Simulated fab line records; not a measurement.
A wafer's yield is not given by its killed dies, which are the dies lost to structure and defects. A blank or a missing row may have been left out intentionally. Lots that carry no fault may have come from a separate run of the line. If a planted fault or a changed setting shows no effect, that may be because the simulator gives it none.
Which tool is to blame? + flow gf180mcu + 12 lots (36 wafers sampled), 1 step of a 602-step route

WHAT THE GAUGES READ, wafer by wafer
GF_M3_OVL_MEAS_15.
| lot  | measured     | on         | M3_OVL (nm) |
|------|--------------|------------|-------------|
| L075 | day 21 20:39 | overlay-02 | -13 -13 -8  |
| L077 | day 22 15:12 | overlay-01 | 1 -1 0      |
| L079 | day 23 10:39 | overlay-02 | -17 -16 -17 |
| L081 | day 24 08:33 | overlay-02 | -14 -16 -11 |
| L083 | day 25 02:06 | overlay-02 | -9 -8 -14   |
| L085 | day 25 16:25 | overlay-02 | -2 0 3      |
| L087 | day 26 05:55 | overlay-01 | -1 -4 -2    |
| L089 | day 26 22:51 | overlay-02 | -8 -9 -7    |
| L091 | day 27 11:45 | overlay-02 | 7 9 1       |
| L093 | day 28 02:34 | overlay-01 | -12 -10 -8  |
| L095 | day 28 15:16 | overlay-01 | 1 -8 -12    |
| L097 | day 29 03:21 | overlay-01 | -5 -6 -8    |

WHICH TOOL RAN EACH LOT (tool, then ch and the chambers of the sampled wafers, then the start)
No process step before these readings appears in the record.

THE ANSWER, worked out from the rows above alone
Rule: what is usual is taken from the lots themselves. The widest of any qualifying gaps counts: lots, ordered by their means at a reading, are off when they make up no more than a third of the lots, leave a main group of 4 or more, and stand apart from it by 3 or more times the standard deviation of that group's means. A main group whose means are all the same, to the digits that the tables above print for the reading, isn't used. A lot without any number at a reading at which 4 lots or more have one is off too. Any other lot the step has rows for is counted as sound.
Across all readings shown, no lot is off: no conclusion can be drawn from this.

WHAT HAD BEEN PUT IN BY THE SIMULATOR
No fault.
